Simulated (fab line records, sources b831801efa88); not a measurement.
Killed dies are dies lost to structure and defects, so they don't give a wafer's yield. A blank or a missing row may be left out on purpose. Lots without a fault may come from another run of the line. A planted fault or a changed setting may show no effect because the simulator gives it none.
One fault seen from 2 desks | flow gf180mcu | each desk has only its own numbers; what lay behind them comes last

THE TOOL OWNER'S DESK: litho_track-04
The tool's own readings at GF_V5_PEB_12 (peb time 86.29 s): means of the sampled wafers that have a number, for each lot that ran on this tool. A lot is out of limits, marked OUT, if its mean lies more than 4 standard deviations from the usual mean; the brackets give that distance.
Columns: A = heater_power_total_W at GF_V5_PEB_12, usual 86.85 W; B = plate_temp_C at GF_V5_PEB_12, usual 134.97 C
lot  | first seen here | A               | B
L280 | day 27 15:39    | 86.91           | 134.97
L293 | day 31 12:17    | 88.73 (+36) OUT | 137.28 (+18) OUT
L295 | day 31 21:47    | 88.72 (+35) OUT | 137.41 (+19) OUT
This desk's finding: out of limits on L293, L295; first on L293, day 31 12:17 (heater_power_total_W at GF_V5_PEB_12). In limits: L280.

THE METROLOGY DESK
What the gauges read, lot by lot, whatever tool the lot ran on: means of the sampled wafers that have a number. A lot is out of limits, marked OUT, if its mean lies more than 4 standard deviations from the usual mean; the brackets give that distance.
Columns: A = cd_nm at GF_V5_CD_MEAS_14, usual 260.1 nm
lot  | first seen here | A
L279 | day 27 04:57    | 258.6
L280 | day 27 15:58    | 259.7
L281 | day 27 21:36    | 260.5
L282 | day 28 05:59    | 258.4
L283 | day 28 08:29    | 257.2
L285 | day 29 02:48    | 259.5
L286 | day 29 06:22    | 260.5
L284 | day 29 09:15    | 261.5
L293 | day 31 12:38    | 267.6 (+5.4) OUT
L295 | day 31 22:08    | 267.0 (+5.0) OUT
L301 | day 33 07:41    | 261.6
L302 | day 33 17:18    | 261.6
L296 | day 34 06:20    | 258.7
This desk's finding: out of limits on L293, L295; first on L293, day 31 12:38 (cd_nm at GF_V5_CD_MEAS_14). In limits: L279, L280, L281, L282, L283, L285, L286, L284, L301, L302, L296.

PUT TOGETHER
The tool owner's desk could have raised an alarm at day 31 12:17, on L293, L295.
The metrology desk could have raised an alarm at day 31 12:38, on L293, L295.
Of the lots named, all ran GF_V5_PEB_12 on litho_track-04.

WHAT THE SIMULATOR HAD PUT IN
Process parameter drift: litho_track-04, from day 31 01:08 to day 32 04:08, at GF_V5_PEB_12. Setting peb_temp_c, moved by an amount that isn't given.
Lots struck among those shown: L293, L295.
Hours from the fault's start to each desk's first reading out of limits: the tool owner's desk, 11; the metrology desk, 12.
